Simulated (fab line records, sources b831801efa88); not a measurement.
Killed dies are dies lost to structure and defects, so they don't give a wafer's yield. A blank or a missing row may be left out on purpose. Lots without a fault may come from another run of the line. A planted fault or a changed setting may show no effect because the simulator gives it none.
fab line records | flow sky130
record lots=11 wafers=33 last_day=50
route steps=708 shown METAL2@499 VIA2@523 METAL3@536 CAPM@550 PAD_OPEN@708
lots that met no fault: from a run of the same line without faults
start_h: hours from the record's first day to the start of the lot's first wafer shown | wait_h: hours since the lot's step before | " the same as in the row above | L1.1+2: a row that stands for several wafers | - no value, or no start given | * or withheld: withheld | < > ~ a bound
route shown NAME@n: a module of which the file shows steps, and the number in the route of the first | usual: mean/standard deviation of fault-free wafers | same: alike in all rows | chamber/n: place in a boat | sites: the reading at each site | _std_site: their standard deviation | _edge_site: outer sites' mean less inner sites' | radius_mm: how far each site lies from the wafer's centre | mask NAME#n: copy n | behind: the tool/chamber that last shaped the wafer | hold: why the lot was held/for how many hours/how that ended | device: the transistor (n, p or np) that didn't switch | end of line: the same wafers' tests at the end of the route | a step without rows: its recipe alone | killed: dies lost to structure and defects at the first sort, not the wafer's yield | map: a wafer's dies, x killed, . not, _ none there
set.NAME: the setting as run; set.NAME@STEP: as run at that earlier step | model.NAME: the simulator's own value behind a step, which no gauge read
steps of the route over a sample of lots; a table a step, a row a wafer
services: from which hour (start_h, from the record's first day; less than 0 if before it) a tool's chamber was out of use, for how many hours, and why
## steps
# step SKY_METAL2_OVL_MEAS_16
# usual METAL2_OVL=0/5.1
# columns lot.wafer tool chamber start_h wait_h METAL2_OVL[nm]
L134.4 overlay-01 - 835.06 0.1 -7
L134.5 " - " " -3
L134.6 " - " " -3
L135.1 overlay-01 - 848.64 0.1 -2
L135.2 " - " " 0
L135.4 " - " " -1
L137.1 overlay-02 - 860.39 0.1 -7
L137.2 " - " " -1
L137.3 " - " " -9
L138.2 overlay-02 - 862.75 0.1 9
L138.3 " - " " 7
L138.6 " - " " 0
L139.1 overlay-01 - 874.79 0.1 0
L139.3 " - " " 1
L139.6 " - " " 0
L148.4 overlay-01 - 934.56 0.1 -5
L148.5 " - " " 6
L148.6 " - " " -1
L149.1 overlay-02 - 948.09 0.1 4
L149.5 " - " " 14
L149.6 " - " " 4
L150.1 overlay-01 - 952.59 0.1 -14
L150.4 " - " " -7
L150.5 " - " " -14
L153.1 overlay-02 - 964.09 0.1 2
L153.3 " - " " 5
L153.4 " - " " 1
L154.1 overlay-02 - 979.39 0.1 -1
L154.3 " - " " -8
L154.6 " - " " 2
L156.3 overlay-02 - 996.95 0.1 5
L156.4 " - " " 1
L156.6 " - " " 9
# step SKY_VIA2_STRIP_16
# recipe chemistry=O2/N2 power_w=1400 pressure_mtorr=1500 platen_temp_c=withheld o2_flow_sccm=3000 n2_flow_sccm=300 overash_fraction=0.5
# usual drypump_motor_current_A=5.72/0.18 oes_product_au=0.400/0.0046 strip_time_to_endpoint_s=4.057/0.022
# same overash_fraction=0.5
# columns lot.wafer tool chamber start_h wait_h drypump_motor_current_A oes_product_au rf_hours_counter_h strip_time_to_endpoint_s
L134.4 plasma_asher-03 0 861.83 0.1 5.85 0.403 - 4.035
L134.5 " 1 " " 5.39 0.391 - 4.056
L134.6 " 0 " " 5.88 0.406 - 4.051
L135.1 plasma_asher-03 1 875.98 0.0 5.41 0.405 13 4.061
L135.2 " 0 " " 5.89 0.397 13 4.028
L135.4 " 1 " " 5.42 0.396 - 4.094
L137.1 plasma_asher-04 0 887.78 0.0 5.74 0.397 105 4.037
L137.2 " 1 " " 5.86 0.405 105 4.034
L137.3 " 0 " " 5.74 0.396 - 4.057
L138.2 plasma_asher-03 1 889.68 0.0 5.39 0.396 14 4.032
L138.3 " 1 " " 5.38 0.403 - 4.066
L138.6 " 0 " " 5.83 0.403 - 4.041
L139.1 plasma_asher-02 0 901.78 0.0 5.61 0.401 75 4.094
L139.3 " 1 " " 5.87 0.393 - 4.053
L139.6 " 1 " " 5.88 0.398 - 4.040
L148.4 plasma_asher-04 0 961.13 0.1 5.73 0.396 - 4.008
L148.5 " 1 " " 5.87 0.400 - 4.043
L148.6 " 0 " " 5.74 0.401 - 4.051
L149.1 plasma_asher-02 1 973.90 0.0 5.88 0.407 83 4.088
L149.5 " 0 " " 5.59 0.399 - 4.052
L149.6 " 1 " " 5.88 0.402 - 4.083
L150.1 plasma_asher-03 1 978.00 0.0 5.40 0.400 22 4.043
L150.4 " 1 " " 5.46 0.400 - 4.051
L150.5 " 1 " " 5.41 0.399 - 4.073
L153.1 plasma_asher-04 0 989.53 0.0 5.74 0.394 115 4.065
L153.3 " 0 " " 5.74 0.399 - 4.062
L153.4 " 1 " " 5.87 0.400 - 4.064
L154.1 plasma_asher-03 1 1004.10 0.0 5.40 0.406 25 4.084
L154.3 " 1 " " 5.45 0.399 - 4.056
L154.6 " 0 " " 5.83 0.403 - 4.064
L156.3 plasma_asher-04 0 1021.78 0.1 5.75 0.405 - 4.050
L156.4 " 1 " " 5.88 0.406 - 4.048
L156.6 " 1 " " 5.86 0.401 - 4.049
# step SKY_METAL3_SPUTTER_04
# recipe material=TiN target_thk_nm=70 power_w=6500 time_s=58.3 chamber_pressure_pa=0.4
# usual cathode_dc_power_W=6500.1/1.2 throttle_valve_pct=30.3/0.68
# columns lot.wafer tool chamber start_h wait_h cathode_dc_power_W throttle_valve_pct
L134.4 pvd_sputter-04 - 863.17 0.0 6500.3 30.2
L134.5 " - " " 6501.1 30.1
L134.6 " - " " 6501.4 29.6
L135.1 pvd_sputter-04 - 877.35 0.0 6498.7 31.8
L135.2 " - " " 6501.5 30.2
L135.4 " - " " 6497.5 30.0
L137.1 pvd_sputter-04 - 889.15 0.0 5559.8 30.4
L137.2 " - " " 5558.4 30.1
L137.3 " - " " 5558.9 29.3
L138.2 pvd_sputter-04 - 891.05 0.0 5558.7 31.7
L138.3 " - " " 5560.2 30.1
L138.6 " - " " 5557.0 31.5
L139.1 pvd_sputter-04 - 903.21 0.0 5556.3 30.2
L139.3 " - " " 5557.1 30.2
L139.6 " - " " 5558.8 29.2
L148.4 pvd_sputter-04 - 962.48 0.0 6499.1 31.8
L148.5 " - " " 6502.7 29.8
L148.6 " - " " 6500.6 29.6
L149.1 pvd_sputter-04 - 975.31 0.0 6500.1 30.1
L149.5 " - " " 6500.3 30.1
L149.6 " - " " 6501.6 29.4
L150.1 pvd_sputter-04 - 979.43 0.0 6499.3 29.3
L150.4 " - " " 6500.4 30.3
L150.5 " - " " 6499.1 29.6
L153.1 pvd_sputter-03 - 990.90 0.0 6498.1 30.5
L153.3 " - " " 6499.1 30.1
L153.4 " - " " 6501.7 31.1
L154.1 pvd_sputter-03 - 1005.46 0.0 6500.2 29.8
L154.3 " - " " 6500.2 30.3
L154.6 " - " " 6499.6 31.0
L156.3 pvd_sputter-04 - 1023.11 0.0 6499.9 29.3
L156.4 " - " " 6500.7 31.7
L156.6 " - " " 6501.0 30.3
# step SKY_CAPM_METAL_ETCH_13
# recipe target_depth_nm=220 stop_on=SiO2 chemistry=Cl2/BCl3 target=TiN pressure_mtorr=10 icp_w=900 bias_w=48.5 Cl2_flow_sccm=60 bcl3_flow_sccm=30 time_s=62.9
# usual drypump_motor_current_A=5.7/0.49 he_backside_leak_sccm=3.5/0.35 mfc_cl2_sccm=60.01/0.18 oes_product_au=0.942/0.0061 throttle_valve_pct=21.901/0.0091
# columns lot.wafer tool chamber start_h wait_h drypump_motor_current_A he_backside_leak_sccm mfc_cl2_sccm oes_product_au rf_hours_counter_h throttle_valve_pct
L134.4 rie_metal-02 0 888.74 0.1 6.4 3.2 60.02 0.955 - 21.883
L134.5 " 0 " " 6.4 3.3 59.96 0.957 - 21.886
L134.6 " 0 " " 6.4 3.3 60.10 0.954 - 21.899
L135.1 rie_metal-01 1 903.31 0.0 5.7 3.1 60.27 0.944 15 21.899
L135.2 " 0 " " 5.2 3.5 59.79 0.938 10 21.891
L135.4 " 1 " " 5.7 3.3 60.48 0.946 - 21.895
L137.1 rie_metal-04 1 914.22 0.0 5.3 3.4 59.99 0.940 7 21.900
L137.2 " 0 " " 6.3 3.6 60.08 0.941 3 21.894
L137.3 " 0 " " 6.3 3.9 59.87 0.936 - 21.908
L138.2 rie_metal-04 0 916.40 0.0 6.4 3.5 60.29 0.942 3 21.897
L138.3 " 1 " " 5.3 3.2 59.93 0.936 - 21.928
L138.6 " 1 " " 5.3 3.4 59.97 0.938 - 21.895
L139.1 rie_metal-02 1 928.56 0.0 5.2 3.4 60.11 0.944 1 21.895
L139.3 " 0 " " 6.4 3.5 60.24 0.944 - 21.886
L139.6 " 0 " " 6.4 3.5 60.46 0.946 - 21.897
L148.4 rie_metal-01 1 986.38 0.0 5.7 3.5 59.99 0.950 - 21.901
L148.5 " 1 " " 5.7 3.5 60.25 0.949 - 21.911
L148.6 " 0 " " 5.2 3.5 60.13 0.948 - 21.899
L149.1 rie_metal-04 0 998.62 0.0 6.4 3.8 60.05 0.936 7 21.890
L149.5 " 0 " " 6.3 3.8 60.19 0.934 - 21.902
L149.6 " 1 " " 5.3 3.1 59.90 0.941 - 21.891
L150.1 rie_metal-01 0 1002.96 0.0 5.3 3.4 60.12 0.943 15 21.896
L150.4 " 1 " " 5.7 3.2 60.05 0.944 - 21.911
L150.5 " 1 " " 5.7 2.8 60.11 0.947 - 21.897
L153.1 rie_metal-01 1 1013.96 0.0 5.7 3.4 59.92 0.955 21 21.898
L153.3 " 0 " " 5.3 3.6 59.96 0.951 - 21.898
L153.4 " 1 " " 5.7 3.3 60.04 0.945 - 21.897
L154.1 rie_metal-02 1 1028.22 0.0 5.2 3.6 59.97 0.938 8 21.911
L154.3 " 1 " " 5.2 3.6 60.13 0.939 - 21.895
L154.6 " 0 " " 6.4 3.5 59.93 0.945 - 21.903
L156.3 rie_metal-04 0 1045.85 0.0 6.3 3.9 59.76 0.935 - 21.903
L156.4 " 1 " " 5.3 3.4 59.77 0.937 - 21.898
L156.6 " 0 " " 6.4 3.6 60.36 0.937 - 21.887
# step SKY_PAD_OPEN_PROBE_99
# usual defect_limited_yield=82.5/2 killed_at_M0_to_M3=44/7 killed_at_M4_up=3.4/1.7 killed_at_contacts=24/4.9 killed_at_front_end=15/4.5 killed_at_other=0.4/0.61 killed_dies=86/9.7 killed_open=47/7.1 killed_short=39/6.1 sort_bin_3_pad_short=0.9/0.42 sort_bin_5_function=10.4/1.4 sort_bin_6_memory=6.2/1.2 sort_n_pass=406/9.7 sort_yield_pct=82.5/2
# same gross_dies=492 killed_at_back_side=0 sort_bin_4_leakage[%]=0 sort_bin_8_speed[%]=0
# columns lot.wafer tool chamber start_h wait_h defect_limited_yield[%] killed_at_M0_to_M3 killed_at_M4_up killed_at_contacts killed_at_front_end killed_at_other killed_dies killed_open killed_short sort_bin_3_pad_short[%] sort_bin_5_function[%] sort_bin_6_memory[%] sort_n_pass sort_yield_pct[%]
L148.4 prober-01 - 1169.44 0.2 81.9 40 5 28 16 0 89 44 45 1.0 10.2 6.9 403 81.9
L148.5 prober-01 - 1169.49 0.2 83.7 42 4 23 10 1 80 48 32 1.0 9.3 5.9 412 83.7
L148.6 prober-01 - 1169.54 0.2 80.7 44 2 36 13 0 95 49 46 1.0 11.2 7.1 397 80.7
L154.1 prober-01 - 1194.88 0.1 83.3 42 4 22 14 0 82 40 42 0.8 10.8 5.1 410 83.3
L154.3 prober-01 - 1194.98 0.2 82.5 51 4 17 14 0 86 44 42 1.0 11.6 4.9 406 82.5
L154.6 prober-01 - 1195.13 0.2 82.3 55 2 20 10 0 87 40 47 1.2 11.4 5.1 405 82.3
# killed by level:class
L148.4 CONTACT:geometric_particle:open=14 METAL2:geometric_particle:short=7 FIELD_ISO:geometric_particle:short=6 VIA1:geometric_particle:short=6 VIA3:geometric_particle:open=6 LI_CONTACT:geometric_particle:short=5 METAL1:geometric_particle:short=5 POLY_GATE:geometric_particle:open=4
L148.5 LI_CONTACT:geometric_particle:open=11 VIA3:geometric_particle:open=11 CONTACT:geometric_particle:open=9 VIA1:geometric_particle:open=7 VIA1:geometric_particle:short=5 METAL4:geometric_particle:short=4 METAL2:geometric_particle:short=4 VIA2:geometric_particle:open=4
L148.6 CONTACT:geometric_particle:open=11 VIA3:geometric_particle:open=10 LOCAL_INTERCONNECT:geometric_particle:short=9 CONTACT:geometric_particle:short=8 LI_CONTACT:geometric_particle:open=6 METAL1:geometric_particle:short=6 VIA2:geometric_particle:open=6 VIA1:geometric_particle:open=5
L154.1 VIA1:geometric_particle:open=9 LOCAL_INTERCONNECT:geometric_particle:short=6 LI_CONTACT:geometric_particle:short=6 CONTACT:geometric_particle:open=6 METAL1:geometric_particle:short=6 VIA2:geometric_particle:open=6 VIA3:geometric_particle:open=5 POLY_GATE:geometric_particle:open=4
L154.3 VIA2:geometric_particle:open=11 CONTACT:geometric_particle:short=6 METAL1:geometric_particle:short=6 CONTACT:geometric_particle:open=5 METAL2:geometric_particle:short=5 VIA1:geometric_particle:open=5 VIA1:geometric_particle:short=5 POLY_GATE:geometric_particle:short=4
L154.6 VIA1:geometric_particle:open=11 METAL1:geometric_particle:short=8 VIA2:geometric_particle:open=8 CONTACT:geometric_particle:open=7 VIA1:geometric_particle:short=6 VIA3:geometric_particle:open=6 LI_CONTACT:geometric_particle:short=5 LOCAL_INTERCONNECT:geometric_particle:short=5
## services
# columns tool chamber start_h hours kind
plasma_asher-02 - 840.58 9.4 pm
pvd_sputter-03 - 858.00 2.0 repair
plasma_asher-04 - 860.76 4.6 repair
rie_metal-02 1 884.84 - clean
rie_metal-02 1 884.84 18.3 scheduled_down
rie_metal-02 1 884.84 18.3 vent_cycle
plasma_asher-04 - 899.08 2.8 pm
pvd_sputter-03 - 911.76 4.0 repair
rie_metal-02 0 935.27 - clean
rie_metal-02 0 935.27 32.8 scheduled_down
rie_metal-02 0 935.27 32.8 vent_cycle
plasma_asher-03 - 949.05 14.6 pm
rie_metal-02 - 1000.08 1.2 repair
plasma_asher-02 - 1001.02 6.4 repair
pvd_sputter-04 - 1002.12 4.5 repair
rie_metal-04 - 1033.62 2.8 pm
## key
first_sign step=SKY_METAL3_SPUTTER_04 reading=cathode_dc_power_W direction=down sigmas=99+ usual=6500.1 struck=5558.4
effect none on later readings
met_at SKY_METAL3_SPUTTER_04
struck_lots L137,L138,L139
not_acting_at SKY_METAL2_OVL_MEAS_16,SKY_VIA2_STRIP_16,SKY_CAPM_METAL_ETCH_13
onset_between 877.35 889.15
fault kind=process_parameter_drift tool=pvd_sputter-04 chamber=- onset_h=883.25 steps=SKY_METAL3_SPUTTER_04 channel=power_w offset=* shape=step end_h=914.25 acts_in=* stated=*
